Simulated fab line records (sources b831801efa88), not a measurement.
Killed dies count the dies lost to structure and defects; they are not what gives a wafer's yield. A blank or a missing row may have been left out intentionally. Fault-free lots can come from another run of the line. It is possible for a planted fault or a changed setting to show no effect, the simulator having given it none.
Struck lot and sound lot, side by side :: flow sky130 :: 14 out of 708 route steps
Sound: these wafers, L694.4, L694.5, L694.6. Wafers struck: L688.2, L688.3, L688.4. Last of all comes the cause.
For every step that has rows: the tool of each side, followed by ch and its chambers, followed by its first start. Under that, the readings that differ: sound wafers :: struck wafers :: difference of the means :: sigmas: that difference in standard deviations of wafers without a fault.
alike: same words and numbers on both sides, and readings whose means sit less than 2 such deviations apart. not compared: any withheld reading, any reading some wafer has no value for, any bound like >300 that may hide the same value, and any number with overlapping values for which the record gives no deviation.
Wherever a step has rows on one side only, a row that says differs or no value, or a row with sigmas, the two part there. Numbers that don't overlap but have no deviation are shown without sigmas and don't part them. A reading missing from all wafers of one side parts the sides only when that side holds two or more wafers.

first, 1 step without rows for these wafers: SKY_METAL5_CLEAN_19 (cleans in O3/DIW).
SKY_PASSIVATION_CVD_00: deposits SiO2, target thk 90 nm.
  sound on pecvd-03 ch 0,1,2, day 49 16:32; struck on pecvd-02 ch 0,1, day 48 08:11
  alike: heater power w, susceptor temp C
SKY_PASSIVATION_THK_MEAS_01:
  struck on film metro-03, day 48 08:13; sound on film metro-03, day 49 16:35
  alike: PASSIVATION_CVD_00_THK
SKY_PASSIVATION_CVD_02: deposits Si3N4, target thk 540 nm.
  sound on pecvd-02 ch 0,1,2, day 49 16:44; struck on pecvd-01 ch 0,1, day 48 08:16
  alike: heater power w, susceptor temp C
SKY_PASSIVATION_THK_MEAS_03:
  struck on film metro-02, day 48 08:31; sound on film metro-02, day 49 16:52
  alike: PASSIVATION_CVD_02_THK
then, 7 steps without rows for these wafers: SKY_PASSIVATION_DEHYDRATE_04 (time 60 s); SKY_PASSIVATION_HMDS_05 (prime time 60 s); SKY_PASSIVATION_COAT_06 (resist thk 3000 nm); SKY_PASSIVATION_SOFTBAKE_07; SKY_PASSIVATION_EXPOSE_08 (exposes mask NSM, target cd 3000 nm); SKY_PASSIVATION_PEB_09; SKY_PASSIVATION_DEVELOP_10 (develop time 60 s).
SKY_PASSIVATION_ETCH_11: etches the open film in CF4/O2, stops on AlCu, target depth 725 nm, time 161.1 s.
  sound on rie diel-02 ch 1,2, day 50 08:58; struck on rie diel-01 ch 0,1,2, day 49 02:44
  no value came back on the struck wafers for any of 6 readings (O2_flow_sccm (sccm), bias w (W) and others); on the sound wafers O2_flow_sccm (sccm) reads 9.990 10.027 9.985
reading: model.coat_of_PASSIVATION_COAT_06.thk nm (nm)
sound: 2527 2522 2525
struck: 3001 2994 2993
difference: +471
sigmas: 
  not compared: rf hours counter h
SKY_PASSIVATION_STRIP_12: strips in O2/N2.
  sound on plasma asher-04 ch 0,1, day 50 09:07; struck on plasma asher-02 ch 0,1, day 49 02:50
reading: strip time to endpoint s (s)
sound: 31.66 31.58 31.62
struck: 36.97 36.90 36.89
difference: +5.30
sigmas: +38
  alike: drypump motor current A, oes product au
  not compared: rf hours counter h

## WHERE THEY PART
Earliest at SKY_PASSIVATION_ETCH_11; latest, in this record, at SKY_PASSIVATION_STRIP_12.

WHY: the cause the simulator had injected
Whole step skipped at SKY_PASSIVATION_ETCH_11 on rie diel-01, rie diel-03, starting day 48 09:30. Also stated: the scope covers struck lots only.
